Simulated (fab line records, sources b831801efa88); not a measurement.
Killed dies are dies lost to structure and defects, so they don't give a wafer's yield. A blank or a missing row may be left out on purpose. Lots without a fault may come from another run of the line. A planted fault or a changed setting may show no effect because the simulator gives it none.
Which tool did it? | flow gf180mcu | 15 lots, 43 wafers sampled, at 4 steps of a route of 602

WHAT THE GAUGES READ, wafer by wafer
GF_V2_THK_MEAS_03. Usual: V2_CVD_02_THK 850 nm, standard deviation 10.
lot  | measured     | on            | V2_CVD_02_THK (nm) | flag
L848 | day 19 01:14 | film_metro-02 | 853 843 856        |
L850 | day 20 03:58 | film_metro-01 | 830 842 858        |
L849 | day 20 04:38 | film_metro-03 | 851 864 864        |
L853 | day 21 02:16 | film_metro-01 | 849 848 861        |
L854 | day 21 08:27 | film_metro-03 | 838 841 857        |
L855 | day 22 02:00 | film_metro-02 | 846 856 869        |
L857 | day 22 14:28 | film_metro-02 | 845 849 865        |
L858 | day 22 21:46 | film_metro-01 | 824 829 848        |
L860 | day 23 15:29 | film_metro-01 | 834 848 856        |
L861 | day 24 00:53 | film_metro-02 | 842 853 861        |
L863 | day 24 16:02 | film_metro-01 | 505 848            | OFF
L867 | day 26 04:49 | film_metro-01 | 510 839            | OFF
L868 | day 26 08:36 | film_metro-02 | 517 839 871        | OFF
L869 | day 26 10:17 | film_metro-02 | 841 843 850        |
L871 | day 27 03:04 | film_metro-03 | 850 851 852        |

WHICH TOOL RAN EACH LOT (tool, then ch and the chambers of the sampled wafers, then the start)
lot  | GF_V1_CVD_02                    | GF_V1_CMP_04                  | GF_V2_CVD_02
L848 | pecvd-01 ch 0,1, day 16 22:52   | cmp-01 ch 0,1,3, day 16 23:02 | pecvd-01 ch 0,1,2, day 19 01:10
L850 | pecvd-01 ch 0,1,2, day 17 23:58 | cmp-01 ch 0,1,3, day 18 00:11 | pecvd-01 ch 0,1,2, day 20 03:53
L849 | pecvd-03 ch 1,2, day 18 01:31   | cmp-01 ch 0,1,3, day 18 01:38 | pecvd-02 ch 0,1,2, day 20 04:32
L853 | pecvd-03 ch 1,2, day 19 00:07   | cmp-02 ch 0,1,3, day 19 00:15 | pecvd-01 ch 0,1, day 21 02:11
L854 | pecvd-03 ch 0,1, day 19 06:16   | cmp-02 ch 0,1,3, day 19 06:26 | pecvd-01 ch 0,1,2, day 21 08:22
L855 | pecvd-03 ch 0,1,2, day 19 23:05 | cmp-02 ch 2,3, day 19 23:16   | pecvd-02 ch 0,2, day 22 01:56
L857 | pecvd-03 ch 1,2, day 20 12:35   | cmp-01 ch 1,2,3, day 20 12:43 | pecvd-03 ch 0,1, day 22 14:23
L858 | pecvd-01 ch 0,1,2, day 20 20:07 | cmp-01 ch 0,1,2, day 20 20:15 | pecvd-03 ch 0,1,2, day 22 21:41
L860 | pecvd-03 ch 1,2, day 21 15:19   | cmp-02 ch 0,1,2, day 21 15:27 | pecvd-02 ch 1,2, day 23 15:25
L861 | pecvd-03 ch 0,1,2, day 22 00:05 | cmp-02 ch 2,3, day 22 00:13   | pecvd-01 ch 0,2, day 24 00:48
L863 | pecvd-04 ch 0,1, day 22 15:58   | cmp-01 ch 0,3, day 22 16:05   | pecvd-01 ch 1,2, day 24 15:58
L867 | pecvd-01 ch 0,1, day 24 07:10   | cmp-01 ch 1,3, day 24 07:20   | pecvd-01 ch 0,2, day 26 04:44
L868 | pecvd-03 ch 0,1, day 24 10:56   | cmp-02 ch 0,2,3, day 24 11:04 | pecvd-01 ch 1,2, day 26 08:32
L869 | pecvd-03 ch 0,1, day 24 12:59   | cmp-01 ch 2,3, day 24 13:10   | pecvd-02 ch 0,2, day 26 10:13
L871 | pecvd-04 ch 1,2, day 25 06:28   | cmp-01 ch 0,1,2, day 25 06:35 | pecvd-02 ch 0,1,2, day 27 02:59
- GF_V1_CVD_02: deposits SiO2 from TEOS, target thk 850 nm, time 94.851 s.
- GF_V1_CMP_04: polishes SiO2.
- GF_V2_CVD_02: deposits SiO2 from TEOS, target thk 850 nm, time 94.851 s.

WHAT THE TOOLS THEMSELVES READ (means of the sampled wafers that have a number; where no wafer has one, the mark that the record gives instead)
GF_V1_CVD_02. Usual: heater_power_outer_w 360 W, standard deviation 74; heater_power_w 626 W, standard deviation 98.
lot  | tool     | heater_power_outer_w (W) | heater_power_w (W) | flag
L848 | pecvd-01 | 260                      | 455                |
L850 | pecvd-01 | 296                      | 529                |
L849 | pecvd-03 | 359                      | 623                |
L853 | pecvd-03 | 428                      | 717                |
L854 | pecvd-03 | 327                      | 612                |
L855 | pecvd-03 | 358                      | 638                |
L857 | pecvd-03 | 362                      | 634                |
L858 | pecvd-01 | 308                      | 543                |
L860 | pecvd-03 | 364                      | 652                |
L861 | pecvd-03 | 347                      | 621                |
L863 | pecvd-04 | 442                      | 716                |
L867 | pecvd-01 | 286                      | 490                |
L868 | pecvd-03 | 340                      | 601                |
L869 | pecvd-03 | 335                      | 608                |
L871 | pecvd-04 | 428                      | 680                |

GF_V1_CMP_04. Usual: motor_current_A 11.5 A, standard deviation 1.1; slurry_filter_dp_kPa 13.51 kPa, standard deviation 0.12; slurry_flow_ml_min 149.9, standard deviation 0.48; time_to_endpoint_s 83 s, standard deviation 5.
lot  | tool   | motor_current_A (A) | slurry_filter_dp_kPa (kPa) | slurry_flow_ml_min | time_to_endpoint_s (s) | flag
L848 | cmp-01 | 12.3                | 13.56                      | 149.9              | 80                     |
L850 | cmp-01 | 11.9                | 13.41                      | 149.9              | 86                     |
L849 | cmp-01 | 12.2                | 13.63                      | 150.1              | 82                     |
L853 | cmp-02 | 10.4                | 13.46                      | 149.8              | 78                     |
L854 | cmp-02 | 10.8                | 13.41                      | 150.0              | 83                     |
L855 | cmp-02 | 11.2                | 13.57                      | 149.6              | 87                     |
L857 | cmp-01 | 12.8                | 13.50                      | 149.7              | 74                     |
L858 | cmp-01 | 11.9                | 13.57                      | 150.2              | 82                     |
L860 | cmp-02 | 11.0                | 13.51                      | 150.0              | 79                     |
L861 | cmp-02 | 11.1                | 13.42                      | 149.9              | 83                     |
L863 | cmp-01 | 11.2                | 13.49                      | 149.2              | 85                     |
L867 | cmp-01 | 12.6                | 13.56                      | 149.7              | 73                     |
L868 | cmp-02 | 10.9                | 13.50                      | 149.9              | 84                     |
L869 | cmp-01 | 12.7                | 13.50                      | 149.9              | 83                     |
L871 | cmp-01 | 12.3                | 13.61                      | 149.8              | 84                     |

GF_V2_CVD_02. Usual: heater_power_outer_w 342 W, standard deviation 70; heater_power_w 590 W, standard deviation 100.
lot  | tool     | heater_power_outer_w (W) | heater_power_w (W) | flag
L848 | pecvd-01 | 297                      | 522                |
L850 | pecvd-01 | 315                      | 546                |
L849 | pecvd-02 | 358                      | 603                |
L853 | pecvd-01 | 307                      | 511                |
L854 | pecvd-01 | 335                      | 586                |
L855 | pecvd-02 | 391                      | 691                |
L857 | pecvd-03 | 350                      | 625                |
L858 | pecvd-03 | 355                      | 629                |
L860 | pecvd-02 | 396                      | 605                |
L861 | pecvd-01 | 307                      | 573                |
L863 | pecvd-01 | 327                      | 574                |
L867 | pecvd-01 | 286                      | 533                |
L868 | pecvd-01 | 326                      | 559                |
L869 | pecvd-02 | 426                      | 731                |
L871 | pecvd-02 | 353                      | 598                |

THE ANSWER, worked out from the rows above alone
Rule: a lot is off if the mean of its wafers that have a number lies more than 3 standard deviations from the usual mean. A lot without any number at a reading at which 4 lots or more have one is off too. The other lots that the step has rows for count as sound. The gauges are gone through in route order, then the tools' own readings, and for those a lot's mean is taken as printed above. The first step at which some lot is off is used, and at that step the reading that is off furthest; a lot without a number counts as furthest.
Off: L863, L867, L868, at GF_V2_THK_MEAS_03 (V2_CVD_02_THK).
A tool fits if, at a process step before that reading, it ran every lot that is off, and no sound lot after the first of them. The gauges at GF_V2_THK_MEAS_03 are tried like those tools. One fits: pecvd-01 at GF_V2_CVD_02. Its last sound lot is L861 (day 24 00:48), its first lot that is off L863 (day 24 15:58): a fault that began between those two fits.

WHAT THE SIMULATOR HAD PUT IN
Process parameter drift: pecvd-01, from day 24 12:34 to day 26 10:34, at GF_V2_CVD_02. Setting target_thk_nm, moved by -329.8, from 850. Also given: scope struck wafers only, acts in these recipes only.
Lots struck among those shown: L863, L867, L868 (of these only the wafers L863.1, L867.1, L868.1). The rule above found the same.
